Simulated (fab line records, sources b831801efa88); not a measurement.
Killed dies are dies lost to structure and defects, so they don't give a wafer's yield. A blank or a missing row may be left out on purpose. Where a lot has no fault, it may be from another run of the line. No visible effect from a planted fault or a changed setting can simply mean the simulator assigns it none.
Which tool was responsible? / flow gf180mcu / Sampling: 12 lots, 36 wafers, 2 of 602 route steps

WHAT EACH GAUGE READ, for each wafer
GF_V5_RS_MEAS_24: measures by four-point-probe.
lot=L075; measured=day 27 05:20; on=film metro-04; V5_W_RS (ohm/sq)=0.328 0.327 0.325
lot=L077; measured=day 27 22:14; on=film metro-04; V5_W_RS (ohm/sq)=0.327 0.322 0.326
lot=L079; measured=day 28 14:55; on=film metro-02; V5_W_RS (ohm/sq)=0.324 0.320 0.326
lot=L081; measured=day 29 13:25; on=film metro-02; V5_W_RS (ohm/sq)=0.324 0.324 0.318
lot=L083; measured=day 30 03:05; on=film metro-04; V5_W_RS (ohm/sq)=0.330 0.332 0.333
lot=L085; measured=day 30 15:29; on=film metro-01; V5_W_RS (ohm/sq)=0.326 0.329 0.327
lot=L087; measured=day 31 06:47; on=film metro-04; V5_W_RS (ohm/sq)=0.328 0.330 0.328
lot=L089; measured=day 32 00:34; on=film metro-01; V5_W_RS (ohm/sq)=0.318 0.319 0.317
lot=L091; measured=day 32 09:37; on=film metro-04; V5_W_RS (ohm/sq)=0.321 0.322 0.324
lot=L093; measured=day 32 20:20; on=film metro-02; V5_W_RS (ohm/sq)=0.321 0.321 0.318
lot=L095; measured=day 33 05:20; on=film metro-01; V5_W_RS (ohm/sq)=0.327 0.326 0.325
lot=L096; measured=day 33 14:41; on=film metro-04; V5_W_RS (ohm/sq)=0.328 0.327 0.326

EACH LOT AND THE TOOL THAT RAN IT (in order: tool; ch and the chambers of the sampled wafers; start)
lot=L075; GF_V4_STRIP_18=plasma asher-04 ch 0,1, day 24 09:28
lot=L077; GF_V4_STRIP_18=plasma asher-03 ch 1, day 25 03:49
lot=L079; GF_V4_STRIP_18=plasma asher-04 ch 0,1, day 25 21:16
lot=L081; GF_V4_STRIP_18=plasma asher-04 ch 0,1, day 26 23:34
lot=L083; GF_V4_STRIP_18=plasma asher-04 ch 0,1, day 27 13:31
lot=L085; GF_V4_STRIP_18=plasma asher-01 ch 0,1, day 28 03:58
lot=L087; GF_V4_STRIP_18=plasma asher-03 ch 0,1, day 28 19:22
lot=L089; GF_V4_STRIP_18=plasma asher-04 ch 0,1, day 29 13:59
lot=L091; GF_V4_STRIP_18=plasma asher-01 ch 0,1, day 29 23:34
lot=L093; GF_V4_STRIP_18=plasma asher-04 ch 0,1, day 30 12:41
lot=L095; GF_V4_STRIP_18=plasma asher-03 ch 0,1, day 30 22:10
lot=L096; GF_V4_STRIP_18=plasma asher-03 ch 0,1, day 31 08:36
- GF_V4_STRIP_18: strips in O2/N2.

THE ANSWER, worked out from the rows above alone
Rule: what is usual is taken from the lots themselves. The widest of any qualifying gaps counts: lots, ordered by their means at a reading, are off when they make up no more than a third of the lots, leave a main group of 4 or more, and stand apart from it by 3 or more times the standard deviation of that group's means. The tables above print the reading to a certain number of digits; a main group whose means all agree to those digits is not used. Also off: a lot with no number at a reading for which 4 or more lots have one. Where the step has rows for the other lots, those lots are counted as sound.
None of the lots is off at any reading shown; this tells nothing.

WHAT THE SIMULATOR PUT IN
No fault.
